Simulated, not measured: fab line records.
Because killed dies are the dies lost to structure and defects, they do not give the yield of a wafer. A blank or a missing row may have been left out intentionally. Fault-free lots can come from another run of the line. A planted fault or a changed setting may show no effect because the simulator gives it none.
Which tool did it? :: flow sky130 :: 72 wafers from 24 lots sampled at 3 of the route's 708 steps

WHAT EACH GAUGE READ, for each wafer
SKY_LOCAL_INTERCONNECT_RS_MEAS_01: measurement is done with a four-point probe.
lot: L075
measured: day 29 21:10
on: film metro-01
LOCAL_INTERCONNECT_TIN_RS (ohm/sq): 13.91 13.74 13.82

lot: L074
measured: day 30 03:19
on: film metro-02
LOCAL_INTERCONNECT_TIN_RS (ohm/sq): 13.95 13.86 14.07

lot: L076
measured: day 30 23:22
on: film metro-02
LOCAL_INTERCONNECT_TIN_RS (ohm/sq): 14.02 14.12 13.99

lot: L077
measured: day 31 00:00
on: film metro-01
LOCAL_INTERCONNECT_TIN_RS (ohm/sq): 14.13 14.15 14.27

lot: L079
measured: day 31 06:18
on: film metro-01
LOCAL_INTERCONNECT_TIN_RS (ohm/sq): 13.99 13.93 13.98

lot: L078
measured: day 31 13:02
on: film metro-01
LOCAL_INTERCONNECT_TIN_RS (ohm/sq): 13.76 13.91 13.69

lot: L084
measured: day 33 13:52
on: film metro-02
LOCAL_INTERCONNECT_TIN_RS (ohm/sq): 14.14 13.97 14.18

lot: L082
measured: day 33 16:14
on: film metro-01
LOCAL_INTERCONNECT_TIN_RS (ohm/sq): 14.21 14.16 14.19

lot: L081
measured: day 33 18:12
on: film metro-04
LOCAL_INTERCONNECT_TIN_RS (ohm/sq): 13.95 14.05 14.04

lot: L085
measured: day 33 21:05
on: film metro-02
LOCAL_INTERCONNECT_TIN_RS (ohm/sq): 14.19 14.19 13.91

lot: L087
measured: day 33 21:42
on: film metro-01
LOCAL_INTERCONNECT_TIN_RS (ohm/sq): 13.95 13.87 13.79

lot: L080
measured: day 33 22:56
on: film metro-04
LOCAL_INTERCONNECT_TIN_RS (ohm/sq): 14.03 13.75 13.69

lot: L086
measured: day 33 23:49
on: film metro-04
LOCAL_INTERCONNECT_TIN_RS (ohm/sq): 14.04 14.18 13.92

lot: L088
measured: day 34 01:33
on: film metro-04
LOCAL_INTERCONNECT_TIN_RS (ohm/sq): 14.17 14.00 14.10

lot: L083
measured: day 34 01:55
on: film metro-04
LOCAL_INTERCONNECT_TIN_RS (ohm/sq): 14.01 14.04 14.02

lot: L089
measured: day 34 02:19
on: film metro-01
LOCAL_INTERCONNECT_TIN_RS (ohm/sq): 13.98 13.97 13.94

lot: L090
measured: day 34 06:48
on: film metro-04
LOCAL_INTERCONNECT_TIN_RS (ohm/sq): 13.91 14.09 13.87

lot: L091
measured: day 35 05:09
on: film metro-04
LOCAL_INTERCONNECT_TIN_RS (ohm/sq): 13.80 13.90 13.80

lot: L092
measured: day 35 07:24
on: film metro-01
LOCAL_INTERCONNECT_TIN_RS (ohm/sq): 13.80 13.84 13.74

lot: L093
measured: day 35 07:42
on: film metro-02
LOCAL_INTERCONNECT_TIN_RS (ohm/sq): 14.22 13.99 14.09

lot: L094
measured: day 35 10:32
on: film metro-02
LOCAL_INTERCONNECT_TIN_RS (ohm/sq): 14.13 14.02 13.85

lot: L095
measured: day 35 18:35
on: film metro-01
LOCAL_INTERCONNECT_TIN_RS (ohm/sq): 13.73 13.93 13.80

lot: L096
measured: day 36 06:14
on: film metro-02
LOCAL_INTERCONNECT_TIN_RS (ohm/sq): 13.91 13.83 14.04

lot: L097
measured: day 36 10:04
on: film metro-01
LOCAL_INTERCONNECT_TIN_RS (ohm/sq): 13.75 13.72 13.51

SKY_LOCAL_INTERCONNECT_THK_MEAS_02: measures by xrf.
lot: L075
measured: day 29 21:17
on: film metro-01
LOCAL_INTERCONNECT_TIN_THK (nm): 101.2 102.4 101.7

lot: L074
measured: day 30 03:26
on: film metro-02
LOCAL_INTERCONNECT_TIN_THK (nm): 102.3 102.8 101.4

lot: L076
measured: day 30 23:29
on: film metro-02
LOCAL_INTERCONNECT_TIN_THK (nm): 101.7 101.6 102.1

lot: L077
measured: day 31 00:07
on: film metro-01
LOCAL_INTERCONNECT_TIN_THK (nm): 99.8 100.0 99.5

lot: L079
measured: day 31 06:25
on: film metro-01
LOCAL_INTERCONNECT_TIN_THK (nm): 101.5 101.7 101.2

lot: L078
measured: day 31 13:08
on: film metro-01
LOCAL_INTERCONNECT_TIN_THK (nm): 102.6 101.6 103.2

lot: L084
measured: day 33 13:59
on: film metro-02
LOCAL_INTERCONNECT_TIN_THK (nm): 100.3 101.3 100.3

lot: L082
measured: day 33 16:20
on: film metro-01
LOCAL_INTERCONNECT_TIN_THK (nm): 99.2 99.3 99.2

lot: L081
measured: day 33 18:19
on: film metro-04
LOCAL_INTERCONNECT_TIN_THK (nm): 102.7 101.8 102.3

lot: L085
measured: day 33 21:11
on: film metro-02
LOCAL_INTERCONNECT_TIN_THK (nm): 100.1 100.3 101.7

lot: L087
measured: day 33 21:49
on: film metro-01
LOCAL_INTERCONNECT_TIN_THK (nm): 100.8 101.4 101.7

lot: L080
measured: day 33 23:01
on: film metro-04
LOCAL_INTERCONNECT_TIN_THK (nm): 102.3 104.3 105.3

lot: L086
measured: day 33 23:56
on: film metro-04
LOCAL_INTERCONNECT_TIN_THK (nm): 102.0 101.6 102.9

lot: L088
measured: day 34 01:40
on: film metro-04
LOCAL_INTERCONNECT_TIN_THK (nm): 101.1 102.4 101.5

lot: L083
measured: day 34 02:02
on: film metro-04
LOCAL_INTERCONNECT_TIN_THK (nm): 102.0 102.1 102.9

lot: L089
measured: day 34 02:26
on: film metro-01
LOCAL_INTERCONNECT_TIN_THK (nm): 100.5 101.0 101.2

lot: L090
measured: day 34 06:55
on: film metro-04
LOCAL_INTERCONNECT_TIN_THK (nm): 102.9 101.9 103.5

lot: L091
measured: day 35 05:16
on: film metro-04
LOCAL_INTERCONNECT_TIN_THK (nm): 103.8 102.4 103.6

lot: L092
measured: day 35 07:31
on: film metro-01
LOCAL_INTERCONNECT_TIN_THK (nm): 102.5 101.9 102.5

lot: L093
measured: day 35 07:49
on: film metro-02
LOCAL_INTERCONNECT_TIN_THK (nm): 99.8 101.2 100.5

lot: L094
measured: day 35 10:38
on: film metro-02
LOCAL_INTERCONNECT_TIN_THK (nm): 100.1 101.1 102.7

lot: L095
measured: day 35 18:42
on: film metro-01
LOCAL_INTERCONNECT_TIN_THK (nm): 102.5 101.2 101.6

lot: L096
measured: day 36 06:20
on: film metro-02
LOCAL_INTERCONNECT_TIN_THK (nm): 102.2 102.0 100.9

lot: L097
measured: day 36 10:10
on: film metro-01
LOCAL_INTERCONNECT_TIN_THK (nm): 102.3 102.1 104.2

WHICH TOOL RAN EACH LOT (tool, then ch and the chambers of the sampled wafers, then the start)
lot: L075
SKY_LOCAL_INTERCONNECT_SPUTTER_00: pvd sputter-04, day 29 21:06

lot: L074
SKY_LOCAL_INTERCONNECT_SPUTTER_00: pvd sputter-04, day 30 03:14

lot: L076
SKY_LOCAL_INTERCONNECT_SPUTTER_00: pvd sputter-04, day 30 23:18

lot: L077
SKY_LOCAL_INTERCONNECT_SPUTTER_00: pvd sputter-03, day 30 23:56

lot: L079
SKY_LOCAL_INTERCONNECT_SPUTTER_00: pvd sputter-04, day 31 06:13

lot: L078
SKY_LOCAL_INTERCONNECT_SPUTTER_00: pvd sputter-01, day 31 12:56

lot: L084
SKY_LOCAL_INTERCONNECT_SPUTTER_00: pvd sputter-04, day 33 13:47

lot: L082
SKY_LOCAL_INTERCONNECT_SPUTTER_00: pvd sputter-04, day 33 16:08

lot: L081
SKY_LOCAL_INTERCONNECT_SPUTTER_00: pvd sputter-01, day 33 18:07

lot: L085
SKY_LOCAL_INTERCONNECT_SPUTTER_00: pvd sputter-03, day 33 20:59

lot: L087
SKY_LOCAL_INTERCONNECT_SPUTTER_00: pvd sputter-04, day 33 21:38

lot: L080
SKY_LOCAL_INTERCONNECT_SPUTTER_00: pvd sputter-01, day 33 22:48

lot: L086
SKY_LOCAL_INTERCONNECT_SPUTTER_00: pvd sputter-01, day 33 23:44

lot: L088
SKY_LOCAL_INTERCONNECT_SPUTTER_00: pvd sputter-04, day 34 01:29

lot: L083
SKY_LOCAL_INTERCONNECT_SPUTTER_00: pvd sputter-04, day 34 01:50

lot: L089
SKY_LOCAL_INTERCONNECT_SPUTTER_00: pvd sputter-03, day 34 02:15

lot: L090
SKY_LOCAL_INTERCONNECT_SPUTTER_00: pvd sputter-04, day 34 06:43

lot: L091
SKY_LOCAL_INTERCONNECT_SPUTTER_00: pvd sputter-03, day 35 05:04

lot: L092
SKY_LOCAL_INTERCONNECT_SPUTTER_00: pvd sputter-04, day 35 07:20

lot: L093
SKY_LOCAL_INTERCONNECT_SPUTTER_00: pvd sputter-03, day 35 07:37

lot: L094
SKY_LOCAL_INTERCONNECT_SPUTTER_00: pvd sputter-04, day 35 10:26

lot: L095
SKY_LOCAL_INTERCONNECT_SPUTTER_00: pvd sputter-01, day 35 18:31

lot: L096
SKY_LOCAL_INTERCONNECT_SPUTTER_00: pvd sputter-01, day 36 06:07

lot: L097
SKY_LOCAL_INTERCONNECT_SPUTTER_00: pvd sputter-01, day 36 09:59
- SKY_LOCAL_INTERCONNECT_SPUTTER_00: material TiN, target thk 100 nm, time 84.43 s.

WHAT THE TOOLS THEMSELVES READ (means of the sampled wafers that have a number; where no wafer has one, the mark that the record gives instead)
SKY_LOCAL_INTERCONNECT_SPUTTER_00.
lot: L075
tool: pvd sputter-04
throttle valve pct (%): 29.2

lot: L074
tool: pvd sputter-04
throttle valve pct (%): 29.6

lot: L076
tool: pvd sputter-04
throttle valve pct (%): 29.4

lot: L077
tool: pvd sputter-03
throttle valve pct (%): 30.8

lot: L079
tool: pvd sputter-04
throttle valve pct (%): 30.7

lot: L078
tool: pvd sputter-01
throttle valve pct (%): 28.7

lot: L084
tool: pvd sputter-04
throttle valve pct (%): 30.5

lot: L082
tool: pvd sputter-04
throttle valve pct (%): 30.3

lot: L081
tool: pvd sputter-01
throttle valve pct (%): 28.5

lot: L085
tool: pvd sputter-03
throttle valve pct (%): 30.7

lot: L087
tool: pvd sputter-04
throttle valve pct (%): 29.9

lot: L080
tool: pvd sputter-01
throttle valve pct (%): 29.2

lot: L086
tool: pvd sputter-01
throttle valve pct (%): 29.1

lot: L088
tool: pvd sputter-04
throttle valve pct (%): 30.3

lot: L083
tool: pvd sputter-04
throttle valve pct (%): 30.0

lot: L089
tool: pvd sputter-03
throttle valve pct (%): 30.8

lot: L090
tool: pvd sputter-04
throttle valve pct (%): 30.1

lot: L091
tool: pvd sputter-03
throttle valve pct (%): 30.9

lot: L092
tool: pvd sputter-04
throttle valve pct (%): 28.9

lot: L093
tool: pvd sputter-03
throttle valve pct (%): 30.8

lot: L094
tool: pvd sputter-04
throttle valve pct (%): 30.2

lot: L095
tool: pvd sputter-01
throttle valve pct (%): 29.0

lot: L096
tool: pvd sputter-01
throttle valve pct (%): 28.5

lot: L097
tool: pvd sputter-01
throttle valve pct (%): 29.6

THE ANSWER, worked out from the rows above alone
Rule: the lots themselves supply what counts as usual. Put in order of their means at a reading, lots are off if they are a third of the lots or fewer, leave a main group of 4 or more, and stand apart from it by a gap of 3 or more times the standard deviation of the main group's means; of several such gaps the widest counts. Not used: any main group whose means are identical at the precision the tables above print for the reading. A lot without any number at a reading at which 4 lots or more have one is off too. Any other lot the step has rows for is counted as sound. After the gauges, taken in route order, come the tools' own readings; for these a lot's mean is taken, as printed above. The first step at which some lot is off is used, and at that step the reading that is off furthest; a lot without a number counts as furthest.
No lot is off on any of the readings shown, so nothing can be concluded from this.

WHAT THE SIMULATOR HAD PUT IN
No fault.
